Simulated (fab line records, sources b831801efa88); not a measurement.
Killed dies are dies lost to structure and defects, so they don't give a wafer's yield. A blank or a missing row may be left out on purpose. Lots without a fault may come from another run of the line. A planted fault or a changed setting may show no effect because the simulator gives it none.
A struck lot beside a sound one | flow sky130 | 14 steps out of a route of 708
Sound: wafers L861.1, L861.4, L861.5. Struck: wafers L882.1, L882.2, L882.4. The cause comes at the end.
At each step with rows: each side's tool, then ch and its chambers, then its first start. Under that, the readings that differ: sound wafers | struck wafers | difference of the means | sigmas: that difference in standard deviations of wafers without a fault.
alike: readings whose means differ by less than 2 such deviations, and words and numbers that are the same on both sides. not compared: withheld readings, readings that some wafer has no value for, bounds like >300 that may hide the same value, and numbers for which the record gives no deviation and whose values overlap.
The two part at a step that has a row with sigmas, a row that says differs or no value, or rows on one side only. Numbers that don't overlap but have no deviation are shown without sigmas and don't part them. A reading that every wafer of one side lacks parts them only if that side has two wafers or more.

first, 2 steps without rows for these wafers: SKY_METAL4_PEB_11; SKY_METAL4_DEVELOP_12 (develop time 60 s).
SKY_METAL4_CD_MEAS_13: target cd 300 nm.
  sound on cd_sem-01, day 43 06:08; struck on cd_sem-01, day 47 21:12
  alike: cd_nm
SKY_METAL4_OVL_MEAS_14:
  sound on overlay-02, day 43 06:15; struck on overlay-02, day 47 21:20
  alike: METAL4_OVL
SKY_METAL4_DESCUM_15: chemistry O2, time 8 s.
  sound on rie_metal-04 ch 0,1, day 43 06:17; struck on rie_metal-03 ch 0,1, day 47 21:22
  alike: chamber_pressure_mTorr, drypump_motor_current_A, oes_product_au
  not compared: rf_hours_counter_h
SKY_METAL4_ETCH_16: etches BARC in N2/H2, stops on SiO2, time 88.2 s, target depth 60 nm.
  sound on rie_metal-04 ch 0,1, day 43 06:19; struck on rie_metal-03 ch 0,1, day 47 21:24
  reading                     | sound       | struck      | difference | sigmas
  drypump_motor_current_A (A) | 6.5 6.1 6.5 | 5.4 4.9 5.4 | -1.1       | -2
  alike: chamber_pressure_mTorr, oes_product_au, throttle_valve_pct
  not compared: rf_hours_counter_h
SKY_METAL4_ETCH_17: etches SiO2 in C4F8/O2/Ar, stops on TiN, time 3.9 s, target depth 15 nm.
  sound on rie_diel-02 ch 1,2,3, day 43 06:25; struck on rie_diel-02 ch 1,2,3, day 47 21:30
  alike: chamber_pressure_mTorr, oes_product_au
SKY_METAL4_METAL_ETCH_18: etches the open film in Cl2/BCl3, stops on SiO2, target depth 845 nm, time 183.1 s.
  sound on rie_metal-02 ch 0, day 43 06:26; struck on rie_metal-02 ch 0,1, day 47 21:31
  alike: chamber_pressure_mTorr, drypump_motor_current_A, oes_product_au, throttle_valve_pct
  not compared: rf_hours_counter_h
SKY_METAL4_STRIP_19: strips in O2/N2.
  sound on plasma_asher-04 ch 0,1, day 43 06:37; struck on plasma_asher-01 ch 0,1, day 47 21:41
  alike: chamber_pressure_mTorr, drypump_motor_current_A, oes_product_au, strip_time_to_endpoint_s
  not compared: rf_hours_counter_h
then, 3 steps without rows for these wafers: SKY_METAL4_STRIP_20 (strips in post etch residue remover, time 1200 s); SKY_METAL4_CLEAN_21 (cleans in IPA, time 180 s); SKY_METAL4_CLEAN_22 (cleans in O3/DIW).
SKY_VIA4_HDPCVD_00: deposits SiO2, target thk 1750 nm, time 291.7 s.
  sound on hdpcvd-02 ch 0,1,2, day 43 07:13; struck on hdpcvd-02 ch 0,1, day 47 22:25
  reading                                  | sound          | struck         | difference | sigmas
  model.SiO2_of_VIA4_HDPCVD_00.thk_nm (nm) | 1750 1773 1771 | 1043 1001 1008 | -747       |
  alike: pressure_mtorr, sih4_flow_sccm
SKY_VIA4_THK_MEAS_01:
  sound on film_metro-04, day 43 07:24; struck on film_metro-04, day 47 22:49
  reading              | sound          | struck         | difference | sigmas
  VIA4_HDPCVD_THK (nm) | 1750 1772 1772 | 1043 1000 1009 | -747       | -47
  not compared: hold

WHERE THEY PART
First at SKY_METAL4_ETCH_16; last, within this record, at SKY_VIA4_THK_MEAS_01.

WHY: what the simulator had put in
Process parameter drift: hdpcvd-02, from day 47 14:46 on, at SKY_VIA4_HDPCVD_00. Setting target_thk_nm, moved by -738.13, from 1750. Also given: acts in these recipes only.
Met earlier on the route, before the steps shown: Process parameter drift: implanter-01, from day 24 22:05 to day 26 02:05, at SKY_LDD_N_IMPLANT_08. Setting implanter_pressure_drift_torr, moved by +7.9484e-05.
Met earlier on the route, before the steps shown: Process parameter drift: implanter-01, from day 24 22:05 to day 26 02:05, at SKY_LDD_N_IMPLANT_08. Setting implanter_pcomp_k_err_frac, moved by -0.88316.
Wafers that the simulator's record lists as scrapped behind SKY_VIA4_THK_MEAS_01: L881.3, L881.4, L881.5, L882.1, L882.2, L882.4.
